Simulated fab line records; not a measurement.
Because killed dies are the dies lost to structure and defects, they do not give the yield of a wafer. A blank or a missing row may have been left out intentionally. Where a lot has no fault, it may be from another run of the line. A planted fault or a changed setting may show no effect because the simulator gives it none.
A single fault, viewed from 2 desks :: flow gf180mcu :: each desk has only its own numbers; what lay behind them comes last

## TOOL OWNER'S DESK, implanter-04
For each lot that ran on this tool, the mean over its sampled wafers that have a number, from the tool's own readings at GF_PSD_IMPLANT_09. Marked OUT: a lot whose mean sits more than 4 standard deviations from the usual mean, which makes it out of limits; the brackets give that distance.
Columns: A = beamOnS at GF_PSD_IMPLANT_09, usual 10.00 s; B = doseIonsCm2 at GF_PSD_IMPLANT_09, usual 1.4999e+15; C = faradayCurrentUA at GF_PSD_IMPLANT_09, usual 8251
lot: L953
first seen here: day 16 01:11
A: 10.06
B: 1.4993e+15
C: 8239

lot: L954
first seen here: day 16 09:46
A: 9.98
B: 1.4990e+15
C: 8275

lot: L955
first seen here: day 16 20:11
A: 9.84
B: 1.5007e+15
C: 8374

lot: L957
first seen here: day 17 15:43
A: 10.12
B: 1.5009e+15
C: 8140

lot: L958
first seen here: day 17 18:35
A: 9.97
B: 1.4983e+15
C: 8312

lot: L961
first seen here: day 18 17:43
A: 7.74 (-12) OUT
B: 1.5002e+15
C: 10641 (+15) OUT

lot: L962
first seen here: day 19 01:52
A: 7.76 (-12) OUT
B: 1.5011e+15
C: 10635 (+15) OUT
This desk finds L961, L962 out of limits, L961 being first, at day 18 17:43 (beamOnS at GF_PSD_IMPLANT_09). L953, L954, L955, L957, L958: within limits.

## THE METROLOGY DESK
What the gauges read, lot by lot, whatever tool the lot ran on: means of the sampled wafers that have a number. Marked OUT: a lot whose mean sits more than 4 standard deviations from the usual mean, which makes it out of limits; the brackets give that distance.
Columns: A = PSD_TW at GF_PSD_TW_MEAS_11, usual 3170; B = PSD_RS at GF_PSD_RS_MEAS_15, usual 108.43 ohm/sq; C = MIM_CVD_05_THK at GF_MIM_THK_MEAS_06, usual 41.9 nm
lot: L949
first seen here: day 14 15:16
A: 3163
B: 108.38
C: 41.9

lot: L953
first seen here: day 16 01:25
A: 3172
B: 108.23
C: 42.7

lot: L954
first seen here: day 16 10:00
A: 3130
B: 108.49
C: 41.7

lot: L955
first seen here: day 16 20:25
A: 3137
B: 108.70
C: 42.4

lot: L957
first seen here: day 17 15:57
A: 3191
B: 108.62
C: 41.3

lot: L958
first seen here: day 17 18:49
A: 3187
B: 108.65
C: 42.3

lot: L961
first seen here: day 18 17:55
A: 3002 (-8.8) OUT
B: 122.53 (+52) OUT
C: 42.3

lot: L962
first seen here: day 19 02:06
A: 2983 (-9.9) OUT
B: 123.16 (+55) OUT
C: 42.0

lot: L965
first seen here: day 20 07:26
A: 3179
B: 108.49
C: 42.4

lot: L967
first seen here: day 20 22:43
A: 3194
B: 108.07
C: 42.6

lot: L970
first seen here: day 21 23:34
A: 3163
B: 108.09
C: 41.6
This desk reports L961, L962 out of limits; the earliest was L961 at day 18 17:55 (PSD_TW at GF_PSD_TW_MEAS_11). L949, L953, L954, L955, L957, L958, L965, L967, L970: within limits.

## PUT TOGETHER
On L961, L962, at day 18 17:43, an alarm was possible from the tool owner's desk.
An alarm was possible from the metrology desk at day 18 17:55, on L961, L962.
GF_PSD_IMPLANT_09 was run on implanter-04 by each of the lots named.

## WHAT HAD BEEN PUT IN BY THE SIMULATOR
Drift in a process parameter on implanter-04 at GF_PSD_IMPLANT_09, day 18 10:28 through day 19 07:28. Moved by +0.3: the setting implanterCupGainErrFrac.
Struck lots among those shown: L961, L962.
Hours from the fault's start to each desk's first reading out of limits: the tool owner's desk, 7; the metrology desk, 7.
